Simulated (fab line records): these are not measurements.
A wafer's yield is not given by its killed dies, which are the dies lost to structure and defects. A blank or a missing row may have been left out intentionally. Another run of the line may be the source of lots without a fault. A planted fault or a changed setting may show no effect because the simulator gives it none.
A struck lot beside a sound one    flow sky130    44 steps out of a route of 708
Sound: these wafers, L779.1, L779.2, L779.6. The struck wafers were L789.1, L789.3, L789.5. Last of all comes the cause.
Each step with rows lists, per side, the tool, then ch with its chambers, then its first start. Under that, the readings that differ: sound wafers    struck wafers    difference of the means    sigmas: that difference in standard deviations of wafers without a fault.
alike: a reading whose means differ by less than 2 such deviations, as well as words and numbers matching on both sides. not compared: withheld readings; readings where some wafer has no value; bounds like >300 that might hide an equal value; numbers whose values overlap and for which the record gives no deviation.
A row with sigmas, a row that says differs or no value, or rows on one side alone: a step with any of these is where the two part. Numbers that have no deviation but don't overlap get no sigmas and don't part them. A reading that every wafer of one side lacks parts them only if that side has two wafers or more.

first, 1 step without rows for these wafers: SKY_SONOS_TUNNEL_DEVELOP_06 (develop time 60 s).
SKY_SONOS_TUNNEL_CD_MEAS_07: the cd target is 410 nm.
  struck on cdSem-01, day 16 17:32; sound on cdSem-01, day 13 13:17
  alike: cdNm
SKY_SONOS_TUNNEL_OVL_MEAS_08:
  struck on overlay-01, day 16 17:40; sound on overlay-02, day 13 13:25
reading                sound           struck         difference  sigmas
SONOS_TUNNEL_OVL (nm)  -3.0 -3.4 -3.7  -1.3 -0.1 0.5  +3.1        +2
then, 3 steps without rows for these wafers: SKY_SONOS_TUNNEL_IMPLANT_09; SKY_SONOS_TUNNEL_WET_ETCH_10 (etches SiO2 in dHF, target depth 14 nm, time 280 s); SKY_SONOS_TUNNEL_STRIP_11 (strips in SPM, time 600 s).
SKY_SONOS_TUNNEL_TW_MEAS_12:
  struck on filmMetro-02, day 16 18:07; sound on filmMetro-03, day 13 13:52
  alike: SONOS_TUNNEL_TW
then, 2 steps without rows for these wafers: SKY_SONOS_TUNNEL_CLEAN_13 (cleans in dHF, time 20 s); SKY_SONOS_ONO_OXIDATION_00 (stabilise 600 s, purge 300 s, target thk 2.6 nm).
SKY_SONOS_ONO_THK_MEAS_01:
  struck on filmMetro-02, day 16 19:32; sound on filmMetro-01, day 13 15:17
  alike: SONOS_ONO_OXIDATION_THK
then, 1 step without rows for these wafers: SKY_SONOS_ONO_CVD_02 (deposits Si3N4 from DCS/NH3, target thk 10.5 nm, time 180 s).
SKY_SONOS_ONO_THK_MEAS_03:
  struck on filmMetro-02, day 16 20:38; sound on filmMetro-04, day 13 16:44
  alike: SONOS_ONO_CVD_02_THK
SKY_SONOS_ONO_CVD_04: deposits SiO2 from SiH4/N2O, target thk 5.7199 nm.
  sound on lpcvd-03 ch 0, day 13 16:48; struck on lpcvd-03 ch 1, day 16 20:42
reading                                    sound              struck             difference  sigmas
pressureMtorr (mTorr)                      399.7 399.5 399.8  480.6 480.3 480.1  +80.7       +99 or more
spikeTcUpperC (C)                          901.9 901.4 900.9  897.0 897.3 898.2  -3.9        -2
model.SiO2_of_SONOS_ONO_CVD_04.thkNm (nm)  5.751 5.771 5.815  6.3 6.266 6.372    +0.5        
SKY_SONOS_ONO_THK_MEAS_05:
  struck on filmMetro-02, day 16 21:57; sound on filmMetro-01, day 13 18:03
reading                    sound           struck          difference  sigmas
SONOS_ONO_CVD_04_THK (nm)  5.77 5.78 5.80  6.29 6.28 6.42  +0.55       +4
then, 7 steps without rows for these wafers: SKY_SONOS_ONO_DEHYDRATE_06 (time 60 s); SKY_SONOS_ONO_HMDS_07 (prime time 60 s); SKY_SONOS_ONO_COAT_08 (resist thk 1140 nm); SKY_SONOS_ONO_SOFTBAKE_09 (time 57.51 s); SKY_SONOS_ONO_EXPOSE_10 (exposes mask ONOM, target cd 410 nm); SKY_SONOS_ONO_PEB_11; SKY_SONOS_ONO_DEVELOP_12 (develop time 60 s).
SKY_SONOS_ONO_CD_MEAS_13: the cd target is 410 nm.
  struck on cdSem-02, day 18 02:38; sound on cdSem-02, day 14 19:29
  alike: cdNm
SKY_SONOS_ONO_OVL_MEAS_14:
  struck on overlay-02, day 18 02:46; sound on overlay-02, day 14 19:37
  alike: SONOS_ONO_OVL
SKY_SONOS_ONO_ETCH_15: etches the open film in CHF3/O2, target depth 19.52 nm, time 7.8 s.
  sound on rieDiel-02 ch 0,2, day 14 19:38; struck on rieDiel-04 ch 1,2, day 18 02:47
  alike: O2_flow_sccm, biasW, drypumpMotorCurrentA, oesProductAu, rfFwdPowerW, throttleValvePct
  not compared: rfHoursCounterH
then, 1 step without rows for these wafers: SKY_SONOS_ONO_WET_ETCH_16 (etches SiO2 in dHF, target depth 14 nm, time 280 s).
SKY_SONOS_ONO_STRIP_17: strips in O2/N2.
  sound on plasmaAsher-03 ch 0,1, day 14 19:46; struck on plasmaAsher-04 ch 0,1, day 18 02:59
  alike: drypumpMotorCurrentA, oesProductAu, stripTimeToEndpointS
  not compared: rfHoursCounterH
then, 3 steps without rows for these wafers: SKY_SONOS_ONO_WET_ETCH_18 (etches Si3N4 in H3PO4, target depth 15 nm, time 172 s); SKY_GATE_OXIDE_CLEAN_00 (cleans in SC1/SC2, time 150 s); SKY_GATE_OXIDE_OXIDATION_01 (stabilise 600 s, purge 300 s, target thk 10.268 nm).
SKY_GATE_OXIDE_THK_MEAS_02:
  struck on filmMetro-01, day 18 06:26; sound on filmMetro-01, day 14 22:28
  alike: GATE_OXIDE_OXIDATION_00_THK
then, 7 steps without rows for these wafers: SKY_GATE_OXIDE_DEHYDRATE_03 (time 60 s); SKY_GATE_OXIDE_HMDS_04 (prime time 60 s); SKY_GATE_OXIDE_COAT_05 (resist thk 1140 nm); SKY_GATE_OXIDE_SOFTBAKE_06 (time 60 s); SKY_GATE_OXIDE_EXPOSE_07 (exposes mask LVOM, target cd 600 nm); SKY_GATE_OXIDE_PEB_08; SKY_GATE_OXIDE_DEVELOP_09 (develop time 57.87 s).
SKY_GATE_OXIDE_OVL_MEAS_10:
  struck on overlay-02, day 19 12:40; sound on overlay-02, day 16 01:49
  alike: GATE_OXIDE_OVL
then, 2 steps without rows for these wafers: SKY_GATE_OXIDE_IMPLANT_11; SKY_GATE_OXIDE_WET_ETCH_12 (etches SiO2 in dHF, target depth 16.8 nm, time 336 s).
SKY_GATE_OXIDE_STRIP_13: strips in O2/N2.
  sound on plasmaAsher-02 ch 0,1, day 16 02:06; struck on plasmaAsher-02 ch 0,1, day 19 12:57
  alike: drypumpMotorCurrentA, oesProductAu, stripTimeToEndpointS
  not compared: rfHoursCounterH
SKY_GATE_OXIDE_TW_MEAS_14:
  struck on filmMetro-01, day 19 13:03; sound on filmMetro-03, day 16 02:12
  alike: GATE_OXIDE_TW
SKY_GATE_OXIDE_CLEAN_15: cleans in SC1/SC2, time 150 s.
  sound on wetBench-02 ch 1, day 16 02:16; struck on wetBench-01 ch 2, day 19 13:07
reading                                    sound              struck             difference  sigmas
model.SiO2_of_SONOS_ONO_CVD_04.thkNm (nm)  4.228 4.242 4.291  4.787 4.747 4.861  +0.545      
-- the record jumps here: 30 days lie between the struck wafers' starts before and after (it left off in module GATE_OXIDE and takes up again in module PAD_OPEN, whose first step shown is number 708 of the route) --
SKY_PAD_OPEN_PROBE_99:
  struck on prober-02, day 49 16:49; sound on prober-01, day 47 12:50
reading                              sound                 struck                difference  sigmas
model.etest.sonosUncharged.rOnOhmUm  809.6 813.8 803.5     842.5 814.9 840       +23.5       
model.etest.capOno.gateLog10ACm2     -7.929 -7.872 -7.977  -8.794 -8.785 -8.938  -0.913      
model.etest.capOno.gateBvV (V)       16.54 16.32 16.68     17.28 16.86 17.54     +0.71       
model.etest.capOno.toxAccNm (nm)     12.86 12.93 12.94     13.51 13.52 13.66     +0.65       
model.etest.sonosProgrammed.vtV (V)  1.474 1.478 1.413     1.11 1.085 0.9661     -0.40       
model.etest.sonosErased.vtV (V)      -2.346 -2.249 -2.311  -1.929 -1.978 -1.875  +0.375      
  alike: killed_at_M0_to_M3, killed_at_M4_up, killedAtContacts, killedAtFrontEnd, killedAtOther, killedDies, killedOpen, killedShort
  not compared: model.etest.sonosErased.driveUaUm, model.etest.sonosProgrammed.offLog10AUm

## WHERE THEY PART
At SKY_SONOS_TUNNEL_OVL_MEAS_08 first; at SKY_SONOS_ONO_THK_MEAS_05 last (within this record only). Later steps at which nothing parts them and some readings are alike: SKY_SONOS_ONO_CD_MEAS_13, SKY_SONOS_ONO_OVL_MEAS_14, SKY_SONOS_ONO_ETCH_15, SKY_SONOS_ONO_STRIP_17, SKY_GATE_OXIDE_THK_MEAS_02, SKY_GATE_OXIDE_OVL_MEAS_10, SKY_GATE_OXIDE_STRIP_13, SKY_GATE_OXIDE_TW_MEAS_14, SKY_PAD_OPEN_PROBE_99.

WHY: what had been put in by the simulator
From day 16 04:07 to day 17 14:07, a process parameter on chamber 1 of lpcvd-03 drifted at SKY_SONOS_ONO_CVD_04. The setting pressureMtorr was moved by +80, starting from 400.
